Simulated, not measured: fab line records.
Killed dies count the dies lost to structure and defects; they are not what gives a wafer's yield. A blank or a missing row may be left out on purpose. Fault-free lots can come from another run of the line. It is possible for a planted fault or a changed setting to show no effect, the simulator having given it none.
fab line records ; flow gf180mcu
record: lots: 12; wafers: 36; last_day: 34
route steps=602 shown STI@13 MVSD@74 VT_IMPLANT@119
lots that met no fault: taken from a fault-free run of the same line
start_h: start of the lot's first displayed wafer, in hours after the record's first day ; wait_h: time in hours since the lot's previous step ; " the same as in the row above ; L1.1+2: several wafers, shown together as one row ; - no value present, or no start provided ; * or withheld: withheld ; < > ~ a bound
route shown NAME@n: NAME is a module with steps in the file, n the number in the route of the first one ; usual: the fault-free wafers' mean and standard deviation ; same: alike in all rows ; chamber/n: place in a boat ; sites: each site's reading ; _std_site: the values' standard deviation ; _edge_site: mean of outer sites minus mean of inner sites ; radius_mm: how far each site lies from the wafer's centre ; mask NAME#n: copy n ; behind: the last tool/chamber to shape the wafer ; hold: why the lot went on hold/how many hours it stayed there/how the hold came to an end ; device: the n, p or np transistor that did not switch ; end of line: the tests these same wafers got at the end of their route ; a step with no rows: only its recipe ; killed: dies lost to structure and defects at the first sort, not the wafer's yield ; map: a wafer's dies, marking killed ones x, the rest . and places with no die _
set.NAME: the setting the step ran with; set.NAME@STEP: the setting that earlier step ran with ; model.NAME: the simulator's own value behind a step, which no gauge read
the route's steps for a sample of lots (tables are steps, rows are wafers)
services: when a tool's chamber went out of use (start_h, in hours from the record's first day, below 0 if earlier), for how many hours, and the reason
== steps ==
step: GF_STI_CD_MEAS_12
recipe: target_cd_nm: 220
usual: cd_nm: 220.1/1.3
lot.wafer;tool;chamber;start_h;wait_h;cd_nm
L913.2;cd_sem-01;-;24.81;0.1;217.6
L913.3;cd_sem-01;-;24.81;0.1;219.8
L913.5;cd_sem-01;-;24.81;0.1;219.5
L917.1;cd_sem-01;-;45.18;0.1;218.9
L917.5;cd_sem-01;-;45.18;0.1;219.3
L917.6;cd_sem-01;-;45.18;0.1;218.9
L918.3;cd_sem-01;-;50.57;0.1;219.3
L918.4;cd_sem-01;-;50.57;0.1;219.5
L918.6;cd_sem-01;-;50.57;0.1;219.8
L920.2;cd_sem-01;-;65.19;0.1;221.1
L920.5;cd_sem-01;-;65.19;0.1;220.7
L920.6;cd_sem-01;-;65.19;0.1;221.5
L921.2;cd_sem-02;-;66.80;0.1;222.3
L921.3;cd_sem-02;-;66.80;0.1;220.9
L921.4;cd_sem-02;-;66.80;0.1;222.5
L922.1;cd_sem-02;-;71.38;0.1;222.0
L922.4;cd_sem-02;-;71.38;0.1;222.5
L922.5;cd_sem-02;-;71.38;0.1;221.1
L923.1;cd_sem-01;-;76.58;0.1;220.2
L923.2;cd_sem-01;-;76.58;0.1;220.6
L923.4;cd_sem-01;-;76.58;0.1;221.9
L924.1;cd_sem-02;-;83.18;0.1;221.3
L924.2;cd_sem-02;-;83.18;0.1;221.2
L924.6;cd_sem-02;-;83.18;0.1;222.5
L926.1;cd_sem-02;-;92.98;0.1;218.4
L926.3;cd_sem-02;-;92.98;0.1;219.3
L926.6;cd_sem-02;-;92.98;0.1;218.0
L931.1;cd_sem-02;-;119.97;0.1;220.1
L931.3;cd_sem-02;-;119.97;0.1;221.2
L931.6;cd_sem-02;-;119.97;0.1;221.1
L932.1;cd_sem-02;-;128.29;0.1;218.4
L932.3;cd_sem-02;-;128.29;0.1;218.0
L932.4;cd_sem-02;-;128.29;0.1;218.4
L936.3;cd_sem-02;-;142.82;0.1;219.2
L936.5;cd_sem-02;-;142.82;0.1;219.8
L936.6;cd_sem-02;-;142.82;0.1;220.1
step: GF_MVSD_IMPLANT_08
recipe: species: P; energy_kev: 408.8; dose_cm2: 1.6e+13; tilt_deg: 0
usual: dose_ions_cm2: 1.6e+13/1.8e+10; faraday_current_uA: 90.1/1.7; tilt_deg: 0.001/0.018
lot.wafer;tool;chamber;start_h;wait_h;dose_ions_cm2;faraday_current_uA;tilt_deg
L913.2;implanter-04;0;81.44;0.0;1.6005e+13;90.4;0.044
L913.3;implanter-04;0;81.44;0.0;1.601e+13;90.6;0.015
L913.5;implanter-04;0;81.44;0.0;1.6002e+13;90.3;0.030
L917.1;implanter-04;0;104.37;0.0;1.6021e+13;89.6;-0.001
L917.5;implanter-04;0;104.37;0.0;1.5986e+13;91.1;0.030
L917.6;implanter-04;0;104.37;0.0;1.6013e+13;89.9;0.019
L918.3;implanter-01;0;109.41;0.1;1.5991e+13;92.4;-0.013
L918.4;implanter-01;0;109.41;0.1;1.5996e+13;89.1;0.002
L918.6;implanter-01;0;109.41;0.1;1.6013e+13;89.9;0.010
L921.2;implanter-01;0;125.20;0.0;1.5968e+13;90.3;0.017
L921.3;implanter-01;0;125.20;0.0;1.5949e+13;88.6;-0.013
L921.4;implanter-01;0;125.20;0.0;1.6012e+13;94.8;0.033
L920.2;implanter-04;0;127.78;0.0;1.5973e+13;93.9;0.028
L920.5;implanter-04;0;127.78;0.0;1.599e+13;90.0;0.013
L920.6;implanter-04;0;127.78;0.0;1.6017e+13;89.2;0.046
L922.1;implanter-01;0;133.47;0.0;1.6015e+13;92.4;-0.003
L922.4;implanter-01;0;133.47;0.0;1.6013e+13;88.9;-0.034
L922.5;implanter-01;0;133.47;0.0;1.5984e+13;91.1;-0.031
L923.1;implanter-03;0;151.47;0.0;1.5983e+13;90.1;-0.015
L923.2;implanter-03;0;151.47;0.0;1.5989e+13;92.7;-0.041
L923.4;implanter-03;0;151.47;0.0;1.6021e+13;90.7;-0.009
L924.1;implanter-04;0;161.72;0.0;1.6007e+13;91.0;-0.016
L924.2;implanter-04;0;161.72;0.0;1.5998e+13;88.2;-0.028
L924.6;implanter-04;0;161.72;0.0;1.5995e+13;89.6;-0.013
L926.1;implanter-01;0;162.31;0.0;1.5978e+13;87.6;-0.002
L926.3;implanter-01;0;162.31;0.0;1.5997e+13;87.9;0.008
L926.6;implanter-01;0;162.31;0.0;1.5996e+13;90.0;-0.010
L931.1;implanter-04;0;187.62;0.0;1.9195e+13;109.5;0.007
L931.3;implanter-04;0;187.62;0.0;1.9219e+13;108.2;-0.003
L931.6;implanter-04;0;187.62;0.0;1.9228e+13;106.5;-0.032
L932.1;implanter-04;0;200.12;0.0;1.9238e+13;109.3;-0.020
L932.3;implanter-04;0;200.12;0.0;1.9229e+13;107.5;-0.006
L932.4;implanter-04;0;200.12;0.0;1.9233e+13;110.8;-0.001
L936.3;implanter-01;0;216.31;0.1;1.5996e+13;89.4;-0.005
L936.5;implanter-01;0;216.31;0.1;1.5979e+13;92.5;-0.001
L936.6;implanter-01;0;216.31;0.1;1.5994e+13;92.1;0.002
step: GF_MVSD_STRIP_10
recipe: chemistry: O2/N2; power_w: 1400; pressure_mtorr: 1500; platen_temp_c: 250; o2_flow_sccm: 3000; n2_flow_sccm: 300; overash_fraction: 0.5
usual: drypump_motor_current_A: 5.7/0.39; heater_power_w: 325/18; oes_product_au: 0.722/0.0044; strip_time_to_endpoint_s: 36.98/0.081
same: overash_fraction: 0.5
lot.wafer;tool;chamber;start_h;wait_h;drypump_motor_current_A;heater_power_w;oes_product_au;rf_hours_counter_h;strip_time_to_endpoint_s
L913.2;plasma_asher-02;0;81.72;0.1;5.6;332;0.722;44;36.96
L913.3;plasma_asher-02;0;81.72;0.1;5.5;329;0.727;-;36.97
L913.5;plasma_asher-02;1;81.72;0.1;5.7;353;0.718;-;36.90
L917.1;plasma_asher-04;0;104.67;0.1;5.3;325;0.723;46;36.97
L917.5;plasma_asher-04;1;104.67;0.1;5.7;333;0.725;-;37.09
L917.6;plasma_asher-04;0;104.67;0.1;5.3;325;0.721;-;37.05
L918.3;plasma_asher-03;0;109.69;0.1;6.6;311;0.721;-;37.02
L918.4;plasma_asher-03;1;109.69;0.1;5.5;289;0.723;-;37.07
L918.6;plasma_asher-03;1;109.69;0.1;5.5;291;0.724;-;37.03
L921.2;plasma_asher-04;1;125.47;0.1;5.7;325;0.723;48;36.94
L921.3;plasma_asher-04;1;125.47;0.1;5.7;322;0.727;-;37.01
L921.4;plasma_asher-04;0;125.47;0.1;5.2;323;0.728;-;36.99
L920.2;plasma_asher-02;0;128.06;0.1;5.5;355;0.721;1;37.02
L920.5;plasma_asher-02;0;128.06;0.1;5.5;350;0.725;-;37.02
L920.6;plasma_asher-02;1;128.06;0.1;5.7;339;0.721;-;37.07
L922.1;plasma_asher-04;1;133.77;0.1;5.7;326;0.731;49;36.83
L922.4;plasma_asher-04;1;133.77;0.1;5.7;322;0.722;-;36.97
L922.5;plasma_asher-04;1;133.77;0.1;5.7;316;0.710;-;36.83
L923.1;plasma_asher-02;1;151.77;0.1;5.7;340;0.719;4;37.01
L923.2;plasma_asher-02;0;151.77;0.1;5.6;337;0.717;4;37.13
L923.4;plasma_asher-02;1;151.77;0.1;5.7;336;0.728;-;37.05
L924.1;plasma_asher-02;1;162.02;0.1;5.7;335;0.726;5;37.02
L924.2;plasma_asher-02;0;162.02;0.1;5.5;351;0.716;5;36.94
L924.6;plasma_asher-02;1;162.02;0.1;5.7;339;0.729;-;36.92
L926.1;plasma_asher-03;1;162.61;0.1;5.5;292;0.719;33;37.06
L926.3;plasma_asher-03;0;162.61;0.1;6.6;314;0.721;-;36.86
L926.6;plasma_asher-03;1;162.61;0.1;5.5;286;0.721;-;37.03
L931.1;plasma_asher-02;1;187.92;0.1;5.7;335;0.724;8;37.09
L931.3;plasma_asher-02;0;187.92;0.1;5.5;352;0.715;-;37.11
L931.6;plasma_asher-02;0;187.92;0.1;5.5;349;0.727;-;37.01
L932.1;plasma_asher-03;1;200.42;0.1;5.5;292;0.721;37;36.91
L932.3;plasma_asher-03;0;200.42;0.1;6.6;311;0.726;-;36.95
L932.4;plasma_asher-03;1;200.42;0.1;5.5;292;0.721;-;37.02
L936.3;plasma_asher-04;1;216.59;0.1;5.7;318;0.725;-;36.83
L936.5;plasma_asher-04;1;216.59;0.1;5.7;322;0.730;-;37.05
L936.6;plasma_asher-04;0;216.59;0.1;5.3;329;0.719;-;36.91
step: GF_MVSD_TW_MEAS_11
usual: MVSD_TW: 1579/12
lot.wafer;tool;chamber;start_h;wait_h;MVSD_TW
L913.2;film_metro-02;-;81.83;0.1;1572
L913.3;film_metro-02;-;81.83;0.1;1569
L913.5;film_metro-02;-;81.83;0.1;1578
L917.1;film_metro-02;-;104.77;0.1;1572
L917.5;film_metro-02;-;104.77;0.1;1566
L917.6;film_metro-02;-;104.77;0.1;1569
L918.3;film_metro-03;-;109.78;0.1;1587
L918.4;film_metro-03;-;109.78;0.1;1584
L918.6;film_metro-03;-;109.78;0.1;1585
L921.2;film_metro-03;-;125.58;0.1;1572
L921.3;film_metro-03;-;125.58;0.1;1575
L921.4;film_metro-03;-;125.58;0.1;1579
L920.2;film_metro-02;-;128.17;0.1;1578
L920.5;film_metro-02;-;128.17;0.1;1559
L920.6;film_metro-02;-;128.17;0.1;1572
L922.1;film_metro-04;-;133.87;0.1;1581
L922.4;film_metro-04;-;133.87;0.1;1595
L922.5;film_metro-04;-;133.87;0.1;1584
L923.1;film_metro-02;-;151.87;0.1;1575
L923.2;film_metro-02;-;151.87;0.1;1576
L923.4;film_metro-02;-;151.87;0.1;1579
L924.1;film_metro-04;-;162.12;0.1;1587
L924.2;film_metro-04;-;162.12;0.1;1590
L924.6;film_metro-04;-;162.12;0.1;1588
L926.1;film_metro-04;-;162.71;0.1;1589
L926.3;film_metro-04;-;162.71;0.1;1598
L926.6;film_metro-04;-;162.71;0.1;1594
L931.1;film_metro-04;-;188.02;0.1;1670
L931.3;film_metro-04;-;188.02;0.1;1677
L931.6;film_metro-04;-;188.02;0.1;1674
L932.1;film_metro-04;-;200.52;0.1;1670
L932.3;film_metro-04;-;200.52;0.1;1672
L932.4;film_metro-04;-;200.52;0.1;1679
L936.3;film_metro-03;-;216.68;0.1;1590
L936.5;film_metro-03;-;216.68;0.1;1598
L936.6;film_metro-03;-;216.68;0.1;1594
step: GF_VT_IMPLANT_OVL_MEAS_29
usual: VT_IMPLANT_02_OVL: -0.2/1.3
lot.wafer;tool;chamber;start_h;wait_h;VT_IMPLANT_02_OVL[nm]
L913.2;overlay-02;-;136.48;0.1;-0.3
L913.3;overlay-02;-;136.48;0.1;-0.4
L913.5;overlay-02;-;136.48;0.1;-0.7
L917.1;overlay-02;-;163.83;0.1;-2.6
L917.5;overlay-02;-;163.83;0.1;-1.9
L917.6;overlay-02;-;163.83;0.1;-0.8
L918.3;overlay-02;-;168.14;0.1;-0.4
L918.4;overlay-02;-;168.14;0.1;-0.1
L918.6;overlay-02;-;168.14;0.1;-1.3
L921.2;overlay-01;-;189.23;0.1;0.5
L921.3;overlay-01;-;189.23;0.1;-1.2
L921.4;overlay-01;-;189.23;0.1;-0.7
L920.2;overlay-01;-;191.62;0.1;0.0
L920.5;overlay-01;-;191.62;0.1;2.5
L920.6;overlay-01;-;191.62;0.1;2.2
L922.1;overlay-02;-;198.41;0.1;-0.4
L922.4;overlay-02;-;198.41;0.1;0.2
L922.5;overlay-02;-;198.41;0.1;0.1
L923.1;overlay-01;-;219.03;0.1;1.0
L923.2;overlay-01;-;219.03;0.1;-0.1
L923.4;overlay-01;-;219.03;0.1;1.2
L924.1;overlay-01;-;229.43;0.1;-0.6
L924.2;overlay-01;-;229.43;0.1;-0.9
L924.6;overlay-01;-;229.43;0.1;-2.1
L926.1;overlay-01;-;231.66;0.1;-1.2
L926.3;overlay-01;-;231.66;0.1;0.6
L926.6;overlay-01;-;231.66;0.1;-0.9
L931.1;overlay-02;-;260.46;0.1;0.5
L931.3;overlay-02;-;260.46;0.1;-0.3
L931.6;overlay-02;-;260.46;0.1;-0.7
L932.1;overlay-01;-;272.51;0.1;1.8
L932.3;overlay-01;-;272.51;0.1;1.6
L932.4;overlay-01;-;272.51;0.1;1.3
L936.3;overlay-02;-;291.14;0.1;0.4
L936.5;overlay-02;-;291.14;0.1;-0.2
L936.6;overlay-02;-;291.14;0.1;-0.1
step: GF_VT_IMPLANT_RS_MEAS_46
recipe: thk_meas_gauge: four-point-probe
usual: MVSD_RS: 454.6/1
lot.wafer;tool;chamber;start_h;wait_h;MVSD_RS[ohm/sq]
L913.2;film_metro-03;-;152.23;0.2;454.2
L913.3;film_metro-03;-;152.23;0.2;456.0
L913.5;film_metro-03;-;152.23;0.2;454.6
L917.1;film_metro-04;-;180.32;0.1;453.5
L917.5;film_metro-04;-;180.32;0.1;452.6
L917.6;film_metro-04;-;180.32;0.1;453.2
L918.3;film_metro-04;-;185.21;0.1;453.9
L918.4;film_metro-04;-;185.21;0.1;454.4
L918.6;film_metro-04;-;185.21;0.1;454.4
L921.2;film_metro-02;-;207.44;0.1;455.4
L921.3;film_metro-02;-;207.44;0.1;456.8
L921.4;film_metro-02;-;207.44;0.1;455.9
L920.2;film_metro-03;-;209.44;0.1;453.1
L920.5;film_metro-03;-;209.44;0.1;453.3
L920.6;film_metro-03;-;209.44;0.1;454.8
L922.1;film_metro-02;-;216.38;0.1;454.5
L922.4;film_metro-02;-;216.38;0.1;453.5
L922.5;film_metro-02;-;216.38;0.1;454.5
L923.1;film_metro-04;-;236.97;0.1;455.2
L923.2;film_metro-04;-;236.97;0.1;455.6
L923.4;film_metro-04;-;236.97;0.1;455.7
L924.1;film_metro-04;-;248.27;0.1;455.1
L924.2;film_metro-04;-;248.27;0.1;454.9
L924.6;film_metro-04;-;248.27;0.1;455.4
L926.1;film_metro-02;-;250.72;0.1;453.6
L926.3;film_metro-02;-;250.72;0.1;453.7
L926.6;film_metro-02;-;250.72;0.1;453.4
L931.1;film_metro-03;-;279.92;0.1;414.3
L931.3;film_metro-03;-;279.92;0.1;414.8
L931.6;film_metro-03;-;279.92;0.1;413.7
L932.1;film_metro-03;-;292.87;0.1;412.3
L932.3;film_metro-03;-;292.87;0.1;412.2
L932.4;film_metro-03;-;292.87;0.1;412.0
L936.3;film_metro-02;-;311.75;0.1;453.8
L936.5;film_metro-02;-;311.75;0.1;453.3
L936.6;film_metro-02;-;311.75;0.1;452.5
== services ==
tool;chamber;start_h;hours;kind
implanter-03;-;62.45;3.2;repair
plasma_asher-03;-;66.68;3.3;repair
implanter-04;-;69.78;8.1;pm
implanter-03;-;71.58;2.1;repair
implanter-03;-;89.57;1.7;repair
plasma_asher-02;-;108.75;9.0;pm
plasma_asher-02;0;108.75;9.0;vent_cycle
plasma_asher-02;1;108.75;9.0;vent_cycle
implanter-01;-;117.58;3.9;pm
plasma_asher-02;0;117.75;-;clean
plasma_asher-02;1;117.75;-;clean
plasma_asher-03;-;142.85;3.4;repair
implanter-01;-;151.32;3.5;repair
plasma_asher-04;-;174.20;2.3;repair
implanter-04;-;186.27;1.2;repair
plasma_asher-04;-;198.28;0.5;repair
== key ==
first_sign: step: GF_MVSD_IMPLANT_08; reading: dose_ions_cm2; direction: up; sigmas: 99+; usual: 1.6e+13; struck: 1.9224e+13
effect: step: GF_MVSD_IMPLANT_08; reading: faraday_current_uA; direction: up; sigmas: 11; usual: 90.1; struck: 108.6
effect: step: GF_MVSD_TW_MEAS_11; reading: MVSD_TW; direction: up; sigmas: 7.9; usual: 1579; struck: 1674
effect: step: GF_VT_IMPLANT_RS_MEAS_46; reading: MVSD_RS; direction: down; sigmas: 40; usual: 454.6; struck: 413.2
met_at GF_MVSD_IMPLANT_08
struck_lots L931,L932
tester_left_out L931,L932
not_acting_at GF_STI_CD_MEAS_12,GF_MVSD_STRIP_10,GF_VT_IMPLANT_OVL_MEAS_29
onset_between 161.72 187.62
fault: kind: process_parameter_drift; tool: implanter-04; chamber: -; onset_h: 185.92; steps: GF_MVSD_IMPLANT_08; channel: dose_cm2; offset: 3.2168e+12; shape: step; end_h: 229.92; acts_in: these_recipes_only; stated: 1.6e+13
tester_left_out: of these lots the tester's yield and bins aren't shown, on N5 and GAA mostly nor the transistor test; their killed dies are dies lost to structure and defects alone, not to doping, threshold or leakage, so they don't give the yield
